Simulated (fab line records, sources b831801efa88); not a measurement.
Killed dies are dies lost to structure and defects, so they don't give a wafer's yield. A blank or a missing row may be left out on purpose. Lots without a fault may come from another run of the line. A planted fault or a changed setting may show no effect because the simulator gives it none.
Which tool did it? | flow gf180mcu | 12 lots, 36 wafers sampled, at 6 steps of a route of 602

WHAT THE GAUGES READ, wafer by wafer
GF_V5_THK_MEAS_01.
lot  | measured     | on            | V5_CVD_00_THK (nm)
L075 | day 26 16:09 | film_metro-01 | 300 309 303
L077 | day 27 14:30 | film_metro-03 | 298 299 301
L079 | day 27 19:41 | film_metro-01 | 300 301 299
L081 | day 28 14:58 | film_metro-04 | 295 299 294
L083 | day 29 03:31 | film_metro-04 | 298 297 294
L085 | day 29 21:02 | film_metro-04 | 300 296 298
L087 | day 30 14:07 | film_metro-03 | 295 298 297
L089 | day 30 19:10 | film_metro-04 | 297 297 294
L091 | day 31 10:26 | film_metro-01 | 298 300 298
L093 | day 31 21:55 | film_metro-01 | 296 301 298
L095 | day 32 12:41 | film_metro-01 | 301 293 302
L097 | day 32 20:14 | film_metro-01 | 298 298 294

WHICH TOOL RAN EACH LOT (tool, then ch and the chambers of the sampled wafers, then the start)
lot  | GF_V4_SPUTTER_21             | GF_MIM_SPUTTER_00            | GF_MIM_SPUTTER_01            | GF_MIM_SPUTTER_09            | GF_MIM_METAL_ETCH_19
L075 | pvd_sputter-02, day 24 19:50 | pvd_sputter-03, day 24 20:31 | pvd_sputter-03, day 24 20:37 | pvd_sputter-02, day 24 20:54 | rie_metal-02 ch 0,1, day 25 17:43
L077 | pvd_sputter-03, day 25 18:26 | pvd_sputter-02, day 25 19:07 | pvd_sputter-02, day 25 19:13 | pvd_sputter-03, day 25 19:30 | rie_metal-02 ch 0,1, day 26 16:31
L079 | pvd_sputter-02, day 26 00:06 | pvd_sputter-03, day 26 00:47 | pvd_sputter-03, day 26 00:53 | pvd_sputter-02, day 26 01:10 | rie_metal-04 ch 0,1, day 26 21:22
L081 | pvd_sputter-02, day 26 19:41 | pvd_sputter-03, day 26 20:23 | pvd_sputter-03, day 26 20:29 | pvd_sputter-02, day 26 20:46 | rie_metal-03 ch 1, day 27 17:34
L083 | pvd_sputter-01, day 27 09:16 | pvd_sputter-02, day 27 09:58 | pvd_sputter-02, day 27 10:04 | pvd_sputter-03, day 27 10:21 | rie_metal-02 ch 0,1, day 28 06:30
L085 | pvd_sputter-03, day 28 03:44 | pvd_sputter-04, day 28 04:26 | pvd_sputter-04, day 28 04:32 | pvd_sputter-02, day 28 04:49 | rie_metal-04 ch 0,1, day 29 00:27
L087 | pvd_sputter-01, day 28 20:56 | pvd_sputter-02, day 28 21:37 | pvd_sputter-02, day 28 21:43 | pvd_sputter-03, day 28 22:00 | rie_metal-03 ch 0,1, day 29 17:26
L089 | pvd_sputter-03, day 29 03:46 | pvd_sputter-04, day 29 04:27 | pvd_sputter-04, day 29 04:33 | pvd_sputter-02, day 29 04:50 | rie_metal-04 ch 0,1, day 29 23:18
L091 | pvd_sputter-03, day 29 19:47 | pvd_sputter-04, day 29 20:28 | pvd_sputter-04, day 29 20:34 | pvd_sputter-03, day 29 20:51 | rie_metal-03 ch 0,1, day 30 15:05
L093 | pvd_sputter-01, day 30 08:08 | pvd_sputter-03, day 30 08:49 | pvd_sputter-03, day 30 08:55 | pvd_sputter-02, day 30 09:12 | rie_metal-04 ch 0,1, day 31 03:16
L095 | pvd_sputter-02, day 30 23:46 | pvd_sputter-03, day 31 00:29 | pvd_sputter-03, day 31 00:35 | pvd_sputter-02, day 31 00:52 | rie_metal-03 ch 0,1, day 31 18:23
L097 | pvd_sputter-01, day 31 08:45 | pvd_sputter-04, day 31 09:26 | pvd_sputter-04, day 31 09:32 | pvd_sputter-02, day 31 09:49 | rie_metal-04 ch 0,1, day 32 02:55
- GF_V4_SPUTTER_21: material Ti, target thk 15 nm, time 80.02 s.
- GF_MIM_SPUTTER_00: material Ti, target thk 37.5 nm, time 150 s.
- GF_MIM_SPUTTER_01: material TiN, target thk 30 nm, time 25 s.
- GF_MIM_SPUTTER_09: material TiN, target thk 35 nm, time 29.2 s.
- GF_MIM_METAL_ETCH_19: etches the open film in Cl2/BCl3, stops on Si3N4, target depth 324.5 nm, time 54.1 s.

THE ANSWER, worked out from the rows above alone
Rule: what is usual is taken from the lots themselves. Put in order of their means at a reading, lots are off if they are a third of the lots or fewer, leave a main group of 4 or more, and stand apart from it by a gap of 3 or more times the standard deviation of the main group's means; of several such gaps the widest counts. A main group whose means are all the same, to the digits that the tables above print for the reading, isn't used. A lot without any number at a reading at which 4 lots or more have one is off too. The other lots that the step has rows for count as sound.
No lot is off at any reading shown: from this, nothing can be told.

WHAT THE SIMULATOR HAD PUT IN
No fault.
